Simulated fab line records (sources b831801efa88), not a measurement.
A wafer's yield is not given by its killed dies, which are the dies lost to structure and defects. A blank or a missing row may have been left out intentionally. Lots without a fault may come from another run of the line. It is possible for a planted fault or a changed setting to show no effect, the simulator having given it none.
fab line records | flow sky130
[record] lots = 11 wafers = 33 last-day = 50
route steps=708 shown LDD_LDN@296 POLY_CUT@317 LI_CONTACT@362 LOCAL_INTERCONNECT@387
lots with no fault: from the same line, run without faults
start-h: the number of hours between the record's first day and the start of the first shown wafer of the lot | wait-h: time in hours since the lot's previous step | " the same as in the row above | L1.1+2: several wafers, shown together as one row | - no value, or no start was given | * or withheld: withheld | < > ~ a bound
route shown NAME@n: NAME is a module with steps in the file, n the number in the route of the first one | usual: mean and standard deviation over wafers with no fault | same: alike in all rows | chamber/n: place in a boat | sites: the reading at each site | _std_site: the values' standard deviation | _edge_site: outer sites' mean less inner sites' | radius-mm: for every site, how far away it sits from the centre of the wafer | mask NAME#n: copy n | behind: the tool/chamber that last shaped the wafer | hold: cause of the lot's hold/its duration in hours/its outcome | device: the transistor (n, p or np) that didn't switch | end of line: the same wafers' tests at the end of the route | step lacking rows: just its recipe | killed: at the first sort, the dies lost to defects and structure; wafer yield is something else | map: a wafer's dies, marking killed ones x, the rest . and places with no die _
set.NAME: the setting the step ran with; set.NAME@STEP: the setting that earlier step ran with | model.NAME: the simulator's own value behind a step, which no gauge read
steps of the route over a sample of lots; a table a step, a row a wafer
services: a tool's chamber out of use, with start hour (start-h, from the record's first day; less than 0 if before it), hours out, and reason
[[steps]]
[step SKY_LDD_LDN_OVL_MEAS_07]
[usual] LDD_LDN_OVL = 0.5/1.4
// columns lot.wafer tool chamber start-h wait-h LDD_LDN_OVL[nm]
L601.1 overlay-02 - 514.03 0.1 -2.0
L601.4 " - " " -1.5
L601.6 " - " " 0.1
L602.1 overlay-02 - 523.06 0.1 0.8
L602.2 " - " " 0.3
L602.5 " - " " -1.3
L603.2 overlay-01 - 544.14 0.1 3.1
L603.4 " - " " 1.3
L603.5 " - " " 3.2
L605.1 overlay-01 - 558.03 0.1 0.3
L605.3 " - " " -0.4
L605.5 " - " " 0.8
L606.1 overlay-02 - 571.98 0.1 0.6
L606.5 " - " " 0.9
L606.6 " - " " -1.4
L607.1 overlay-01 - 577.18 0.1 1.1
L607.2 " - " " -1.7
L607.4 " - " " -0.1
L614.1 overlay-02 - 632.44 0.1 1.4
L614.2 " - " " 1.8
L614.3 " - " " 1.4
L613.2 overlay-01 - 632.64 0.1 -0.3
L613.3 " - " " 0.3
L613.4 " - " " 1.8
L618.1 overlay-02 - 699.11 0.1 3.8
L618.3 " - " " 4.3
L618.6 " - " " 3.5
L619.1 overlay-01 - 699.28 0.1 0.4
L619.4 " - " " 1.1
L619.6 " - " " 1.3
L621.2 overlay-02 - 707.94 0.1 0.0
L621.5 " - " " 1.1
L621.6 " - " " -0.2
[step SKY_POLY_CUT_ETCH_10]
[recipe] chemistry = N2/H2 target = BARC ion-energy-ev = 200 source-w = 500 bias-w = 100 pressure-mtorr = 30 n2-flow-sccm = 100 h2-flow-sccm = 200 stop-on = SiO2 time-s = 45.9 target-depth-a = 600
[usual] drypump-motor-current-A = 5.8/0.31 oes-product-au = 0.855/0.005 throttle-valve-pct = 13.225/0.0092
// columns lot.wafer tool chamber start-h wait-h drypump-motor-current-A oes-product-au rf-hours-counter-h throttle-valve-pct
L601.1 rie-diel-03 1 547.44 0.0 5.8 0.864 10 13.218
L601.4 " 3 " " 5.9 0.853 4 13.214
L601.6 " 0 " " 5.6 0.853 - 13.213
L602.1 rie-diel-03 2 554.77 0.0 5.4 0.852 11 13.224
L602.2 " 0 " " 5.6 0.854 2 13.220
L602.5 " 3 " " 5.9 0.854 - 13.218
L603.2 rie-diel-02 2 575.69 0.0 5.5 0.852 1 13.246
L603.4 " 3 " " 6.5 0.865 21 13.234
L603.5 " 3 " " 6.5 0.854 - 13.227
L605.1 rie-diel-04 0 589.87 0.0 6.0 0.858 9 13.227
L605.3 " 3 " " 5.8 0.850 18 13.222
L605.5 " 1 " " 5.5 0.860 - 13.237
L606.1 rie-diel-02 0 602.72 0.0 5.6 0.860 20 13.221
L606.5 " 1 " " 5.8 0.856 - 13.218
L606.6 " 0 " " 5.6 0.853 - 13.214
L607.1 rie-diel-02 3 609.37 0.0 6.5 0.861 22 13.224
L607.2 " 2 " " 5.5 0.855 2 13.224
L607.4 " 1 " " 5.9 0.858 6 13.227
L614.1 rie-diel-03 2 663.19 0.0 5.4 0.858 12 13.221
L614.2 " 3 " " 5.9 0.855 6 13.240
L614.3 " 0 " " 5.6 0.848 4 13.220
L613.2 rie-diel-02 1 667.95 0.0 5.9 0.859 7 13.217
L613.3 " 3 " " 6.5 0.857 23 13.214
L613.4 " 0 " " 5.6 0.852 - 13.232
L618.1 rie-diel-03 1 733.87 0.0 5.9 0.853 14 13.223
L618.3 " 0 " " 5.6 0.848 5 13.228
L618.6 " 1 " " 5.9 0.843 - 13.224
L619.1 rie-diel-04 1 734.73 0.0 5.5 0.856 10 13.231
L619.4 " 3 " " 5.8 0.854 - 13.224
L619.6 " 1 " " 5.5 0.853 - 13.230
L621.2 rie-diel-04 3 737.89 0.0 5.8 0.863 22 13.210
L621.5 " 1 " " 5.5 0.857 - 13.222
L621.6 " 3 " " 5.8 0.864 - 13.220
[step SKY_LI_CONTACT_HDPCVD_00]
[recipe] material = PSG target-thk-nm = 930 sigma-open-frac = 0.3 time-s = 155 temp-c = 600 sih4-flow-sccm = 60 pressure-mtorr = 6
[usual] sih4-flow-sccm = 60.00/0.2
// columns lot.wafer tool chamber start-h wait-h sih4-flow-sccm
L601.1 hdpcvd-01 2 635.78 0.0 59.94
L601.4 " 1 " " 60.54
L601.6 " 0 " " 60.13
L602.1 hdpcvd-01 1 642.35 0.0 59.72
L602.2 " 0 " " 59.90
L602.5 " 2 " " 59.98
L603.2 hdpcvd-01 0 662.30 0.0 59.70
L603.4 " 0 " " 59.92
L603.5 " 1 " " 59.52
L605.1 hdpcvd-02 0 675.78 0.0 59.87
L605.3 " 2 " " 59.96
L605.5 " 0 " " 59.48
L606.1 hdpcvd-01 1 688.65 0.0 60.10
L606.5 " 0 " " 59.86
L606.6 " 1 " " 60.02
L607.1 hdpcvd-02 2 695.59 0.0 60.11
L607.2 " 0 " " 59.83
L607.4 " 1 " " 59.94
L614.1 hdpcvd-01 0 744.60 0.0 72.03
L614.2 " 2 " " 72.09
L614.3 " 1 " " 71.89
L613.2 hdpcvd-01 1 751.20 0.0 71.86
L613.3 " 2 " " 71.85
L613.4 " 0 " " 71.82
L618.1 hdpcvd-02 1 817.21 0.0 59.76
L618.3 " 2 " " 60.20
L618.6 " 0 " " 60.14
L619.1 hdpcvd-02 2 817.90 0.0 59.99
L619.4 " 2 " " 60.05
L619.6 " 0 " " 59.76
L621.2 hdpcvd-02 1 819.81 0.0 59.90
L621.5 " 2 " " 60.05
L621.6 " 0 " " 60.04
[step SKY_LI_CONTACT_THK_MEAS_01]
[recipe] reads = PSG_of_LI_CONTACT_HDPCVD_00
[usual] LI_CONTACT_HDPCVD_THK = 923/12
// columns lot.wafer tool chamber start-h wait-h LI_CONTACT_HDPCVD_THK[nm]
L601.1 film-metro-02 - 635.88 0.1 927
L601.4 " - " " 933
L601.6 " - " " 940
L602.1 film-metro-03 - 642.45 0.1 930
L602.2 " - " " 942
L602.5 " - " " 937
L603.2 film-metro-04 - 662.41 0.1 957
L603.4 " - " " 961
L603.5 " - " " 941
L605.1 film-metro-04 - 675.88 0.1 922
L605.3 " - " " 896
L605.5 " - " " 916
L606.1 film-metro-02 - 688.81 0.1 937
L606.5 " - " " 930
L606.6 " - " " 932
L607.1 film-metro-04 - 695.69 0.1 909
L607.2 " - " " 924
L607.4 " - " " 928
L614.1 film-metro-04 - 744.71 0.1 1121
L614.2 " - " " 1110
L614.3 " - " " 1115
L613.2 film-metro-04 - 751.32 0.1 1113
L613.3 " - " " 1127
L613.4 " - " " 1120
L618.1 film-metro-02 - 817.31 0.1 915
L618.3 " - " " 908
L618.6 " - " " 922
L619.1 film-metro-03 - 818.01 0.1 905
L619.4 " - " " 906
L619.6 " - " " 931
L621.2 film-metro-02 - 819.92 0.1 909
L621.5 " - " " 889
L621.6 " - " " 912
[step SKY_LI_CONTACT_CMP_02]
[recipe] material = PSG down-force-psi = 4 platen-rpm = 60 pad-velocity-m-s = 0.94248
[usual] head-pressure-psi = 3.999/0.0088 motor-current-A = 12.6/0.92 time-to-endpoint-s = 32.5/3
// columns lot.wafer tool chamber start-h wait-h head-pressure-psi motor-current-A time-to-endpoint-s
L601.4 cmp-02 1 635.99 0.1 3.993 12.1 39.0
L601.1 " 3 " " 3.996 13.2 31.8
L601.6 " 0 " " 3.991 12.4 33.8
L602.2 cmp-02 2 642.51 0.0 4.009 13.4 31.8
L602.1 " 1 " " 4.008 12.5 36.3
L602.5 " 3 " " 4.001 13.4 32.4
L603.4 cmp-01 3 662.56 0.1 3.995 12.0 38.7
L603.2 " 0 " " 4.011 12.8 39.9
L603.5 " 1 " " 3.996 11.4 32.2
L605.1 cmp-02 3 675.94 0.1 4.009 13.5 32.1
L605.3 " 0 " " 4.020 12.0 28.7
L605.5 " 3 " " 3.998 12.8 30.0
L606.1 cmp-02 2 688.87 0.1 3.995 14.7 31.2
L606.5 " 2 " " 4.016 13.9 34.4
L606.6 " 3 " " 3.982 12.8 35.6
L607.2 cmp-02 3 695.75 0.0 4.001 13.5 32.9
L607.1 " 0 " " 3.999 12.3 29.5
L607.4 " 1 " " 4.005 12.7 35.4
L614.1 cmp-02 1 744.77 0.1 4.006 12.2 57.0
L614.3 " 3 " " 3.994 12.9 50.9
L614.2 " 0 " " 3.988 12.1 48.2
L613.3 cmp-01 0 751.37 0.0 3.979 12.8 53.1
L613.4 " 1 " " 3.983 11.7 50.7
L613.2 " 3 " " 3.985 11.5 50.8
L618.3 cmp-02 2 817.42 0.1 3.995 14.4 28.4
L618.1 " 0 " " 4.002 12.7 28.9
L618.6 " 2 " " 3.993 13.2 29.6
L619.4 cmp-02 2 818.12 0.1 4.003 14.1 30.0
L619.1 " 3 " " 4.000 13.8 26.3
L619.6 " 2 " " 3.998 15.2 32.5
L621.2 cmp-01 0 819.97 0.0 4.013 12.9 31.2
L621.6 " 0 " " 3.986 13.0 31.1
L621.5 " 1 " " 3.998 12.1 28.0
[step SKY_LOCAL_INTERCONNECT_SPUTTER_00]
[recipe] material = TiN target-thk-nm = 100 temp-c = 300 power-w = 6500 time-s = 83.3 chamber-pressure-pa = 0.4
[usual] throttle-valve-pct = 30.1/1.4
// columns lot.wafer tool chamber start-h wait-h throttle-valve-pct
L601.1 pvd-sputter-02 - 669.01 0.1 31.5
L601.4 " - " " 31.3
L601.6 " - " " 31.3
L602.1 pvd-sputter-02 - 672.44 0.2 31.7
L602.2 " - " " 31.2
L602.5 " - " " 31.4
L603.2 pvd-sputter-02 - 691.39 0.1 31.6
L603.4 " - " " 31.3
L603.5 " - " " 31.0
L605.1 pvd-sputter-02 - 704.24 0.1 31.8
L605.3 " - " " 28.5
L605.5 " - " " 32.0
L606.1 pvd-sputter-04 - 715.51 0.2 31.4
L606.5 " - " " 29.3
L606.6 " - " " 29.7
L607.1 pvd-sputter-03 - 724.71 0.2 29.7
L607.2 " - " " 29.2
L607.4 " - " " 27.5
L614.1 pvd-sputter-04 - 773.24 0.1 29.7
L614.2 " - " " 28.2
L614.3 " - " " 31.6
L613.2 pvd-sputter-02 - 780.36 0.2 28.8
L613.3 " - " " 31.6
L613.4 " - " " 31.1
L618.1 pvd-sputter-02 - 845.86 0.1 31.1
L618.3 " - " " 31.9
L618.6 " - " " 31.7
L619.1 pvd-sputter-04 - 846.40 0.2 28.4
L619.4 " - " " 31.7
L619.6 " - " " 31.6
L621.2 pvd-sputter-02 - 848.44 0.1 31.1
L621.5 " - " " 31.5
L621.6 " - " " 28.5
[[services]]
// columns tool chamber start-h hours kind
rie-diel-04 1 524.74 4.6 repair
rie-diel-03 - 526.32 4.3 pm
pvd-sputter-02 - 536.24 7.1 repair
rie-diel-02 2 547.71 16.1 repair
pvd-sputter-02 - 559.46 17.7 repair
hdpcvd-01 1 561.74 8.6 repair
cmp-02 - 572.17 4.0 pm
cmp-02 - 586.19 1.3 repair
hdpcvd-02 - 595.08 6.0 pm
rie-diel-03 1 602.27 9.0 repair
hdpcvd-02 - 650.75 15.0 pm
rie-diel-02 2 659.97 44.2 repair
hdpcvd-01 2 674.09 17.9 repair
cmp-02 - 715.51 4.3 pm
rie-diel-02 3 720.30 4.8 repair
rie-diel-03 3 736.24 5.7 repair
rie-diel-03 0 736.48 1.4 repair
hdpcvd-02 - 738.33 0.6 repair
cmp-02 - 746.48 0.5 repair
hdpcvd-02 2 751.73 4.8 repair
hdpcvd-01 - 753.37 6.0 pm
pvd-sputter-02 - 756.60 17.2 repair
cmp-02 - 832.09 5.0 repair
hdpcvd-02 2 832.37 2.1 repair
[[key]]
[first-sign] step = SKY_LI_CONTACT_HDPCVD_00 reading = sih4-flow-sccm direction = up sigmas = 61 usual = 60.00 struck = 71.92
[effect] step = SKY_LI_CONTACT_THK_MEAS_01 reading = LI_CONTACT_HDPCVD_THK direction = up sigmas = 16 usual = 923 struck = 1118
[effect] step = SKY_LI_CONTACT_CMP_02 reading = time-to-endpoint-s direction = up sigmas = 6.5 usual = * struck = *
met-at SKY_LI_CONTACT_HDPCVD_00
struck-lots L613,L614
tester-left-out L613,L614
not-acting-at SKY_LDD_LDN_OVL_MEAS_07,SKY_POLY_CUT_ETCH_10,SKY_LOCAL_INTERCONNECT_SPUTTER_00
onset-between 688.65 744.60
[fault] kind = process-parameter-drift tool = hdpcvd-01 chamber = - onset-h = 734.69 steps = SKY_LI_CONTACT_HDPCVD_00 channel = sih4-flow-sccm offset = 12 shape = step end-h = 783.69 acts-in = these-recipes-only stated = 60
// tester-left-out: of these lots the tester's yield and bins aren't shown, on N5 and GAA mostly nor the transistor test; their killed dies are dies lost to structure and defects alone, not to doping, threshold or leakage, so they don't give the yield
